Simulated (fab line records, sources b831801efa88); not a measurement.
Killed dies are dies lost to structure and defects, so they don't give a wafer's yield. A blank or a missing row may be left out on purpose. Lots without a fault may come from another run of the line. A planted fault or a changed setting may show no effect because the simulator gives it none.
Split-lot experiment | flow sky130 | 5 lots, 23 wafers read, on a route of 708 steps

THE SPLIT
At SKY_SONOS_TUNNEL_DEVELOP_06 (develop time 60 s), the setting develop_time_s was moved away from the recipe's 60 s on 8 of the 23 wafers read, by -5.5% to +13.1%. The other wafers ran this setting at the recipe's value.

The file shows no step between the split and the reading.

THE READING
cd_nm, in nm, at SKY_SONOS_TUNNEL_CD_MEAS_07 (target cd 410 nm). Fault-free wafers of this fab line usually give 410.9 nm, standard deviation 2.4 nm.

wafer  | tool, chamber at the split | develop_time_s as run, s | against the recipe | cd_nm, nm | against lot-mates on the recipe
L074.1 | litho_track-04, 0          | 67.47                    | +12.5%             | 418.6     | +13.4
L074.2 | litho_track-04, 0          | 60                       | recipe             | 404.0     | -
L074.3 | litho_track-04, 0          | 60                       | recipe             | 404.6     | -
L074.4 | litho_track-04, 0          | 67.47                    | +12.5%             | 416.4     | +11.2
L074.6 | litho_track-04, 0          | 60                       | recipe             | 406.9     | -
L075.1 | litho_track-03, 0          | 60                       | recipe             | 413.3     | -
L075.3 | litho_track-03, 0          | 56.73                    | -5.5%              | 405.3     | -7.4
L075.4 | litho_track-03, 0          | 56.73                    | -5.5%              | 409.0     | -3.8
L075.5 | litho_track-03, 0          | 60                       | recipe             | 412.2     | -
L075.6 | litho_track-03, 0          | 56.73                    | -5.5%              | 406.4     | -6.4
L076.1 | litho_track-02, 0          | 60                       | recipe             | 412.9     | -
L076.2 | litho_track-02, 0          | 60                       | recipe             | 413.4     | -
L076.3 | litho_track-02, 0          | 60                       | recipe             | 414.7     | -
L076.5 | litho_track-02, 0          | 60                       | recipe             | 412.0     | -
L076.6 | litho_track-02, 0          | 60                       | recipe             | 412.0     | -
L077.1 | litho_track-03, 0          | 67.83                    | +13.1%             | 419.4     | +9.4
L077.2 | litho_track-03, 0          | 60                       | recipe             | 411.1     | -
L077.3 | litho_track-03, 0          | 67.83                    | +13.1%             | 422.4     | +12.4
L077.4 | litho_track-03, 0          | 60                       | recipe             | 408.9     | -
L077.6 | litho_track-03, 0          | 67.83                    | +13.1%             | 420.7     | +10.7
L081.1 | litho_track-02, 0          | 60                       | recipe             | 407.8     | -
L081.2 | litho_track-02, 0          | 60                       | recipe             | 409.3     | -
L081.3 | litho_track-02, 0          | 60                       | recipe             | 412.1     | -

THE FIT
A straight line over all 23 wafers: cd_nm changes by +0.705 nm for each +1% of develop_time_s; r = +0.83; the points scatter about the line by 2.9 nm.
The same after taking each lot's own level away (the mean of its wafers on the recipe; 23 wafers): +0.918 nm for each +1%; r = +0.97; scatter 1.4 nm.
On that fit, the largest move of develop_time_s shifts the reading by 12 nm.
The lots' own levels span 405.17 to 413.00 nm, that is 3.3 times the standard deviation above.
So the lot-to-lot level changes the slope: the two fits differ.
Check: with one of the wafers moved furthest among these (+13.1%) left out of the fit, the line predicts +12.4 nm for it against its lot-mates. It came out at +9.4 nm against them.

OTHER SPLITS ON THESE WAFERS
These wafers also went through other splits before the reading. Each is held against what the fit with the lots' levels taken away leaves over:
other split on the same wafers         | wafers away from the commonest value | r with cd_nm (lot level and that fit taken away)
SKY_VT_ADJUST_HVTR_IMPLANT_09 dose_cm2 | 7                                    | +0.06

THE FILE'S OWN FIT
cd_nm changes by +0.922 nm for each +1% of develop_time_s, r = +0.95.
